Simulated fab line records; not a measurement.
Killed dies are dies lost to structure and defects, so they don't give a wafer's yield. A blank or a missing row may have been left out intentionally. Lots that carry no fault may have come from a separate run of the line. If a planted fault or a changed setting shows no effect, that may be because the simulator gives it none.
Chamber matching :: flow sky130 :: cmp-02 running SKY_VIA3_CMP_02: 4 sister chambers
The step polishes SiO2. 4 wafers are shown with their chamber, then 10 later ones without.

## WAFERS WITH THEIR CHAMBER
wafer: L089.1
chamber: 3
motorCurrentA (A): 13.8

wafer: L089.6
chamber: 1
motorCurrentA (A): 12.0

wafer: L090.2
chamber: 0
motorCurrentA (A): 9.7

wafer: L090.3
chamber: 2
motorCurrentA (A): 10.7

## WAFERS WITH NO CHAMBER GIVEN
wafer: L090.4
motorCurrentA (A): 13.7

wafer: L091.2
motorCurrentA (A): 14.2

wafer: L091.4
motorCurrentA (A): 10.1

wafer: L091.6
motorCurrentA (A): 13.8

wafer: L093.3
motorCurrentA (A): 10.6

wafer: L093.5
motorCurrentA (A): 14.1

wafer: L093.6
motorCurrentA (A): 10.5

wafer: L094.3
motorCurrentA (A): 10.2

wafer: L094.4
motorCurrentA (A): 10.7

wafer: L094.6
motorCurrentA (A): 10.6

## EACH ONE'S CHAMBER
wafer: L090.4
from the rows above: 3
in truth: 3

wafer: L091.2
from the rows above: 3
in truth: 3

wafer: L091.4
from the rows above: can't be placed: 0 or 2
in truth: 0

wafer: L091.6
from the rows above: 3
in truth: 3

wafer: L093.3
from the rows above: 2
in truth: 2

wafer: L093.5
from the rows above: 3
in truth: 3

wafer: L093.6
from the rows above: 2
in truth: 2

wafer: L094.3
from the rows above: can't be placed: 0 or 2
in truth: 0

wafer: L094.4
from the rows above: 2
in truth: 2

wafer: L094.6
from the rows above: 2
in truth: 2
Correct placement for 8 of the 10. Cannot be placed on the basis of these rows: 2; the candidates contain the true chamber in 2. Wrongly placed: 0.
How it was worked out, from the rows above alone: a wafer's distance from a chamber is the root of the sum, over the readings, of the square of ((its reading less the chamber's mean) divided by the reading's scatter). The wafer belongs to the nearest chamber; if the next one is less than 2 further off, it can't be placed. Each chamber's mean is taken over the wafers shown for it. The scatter: root of mean squared gap, hidden wafer to nearest shown wafer, with one shown wafer a chamber.
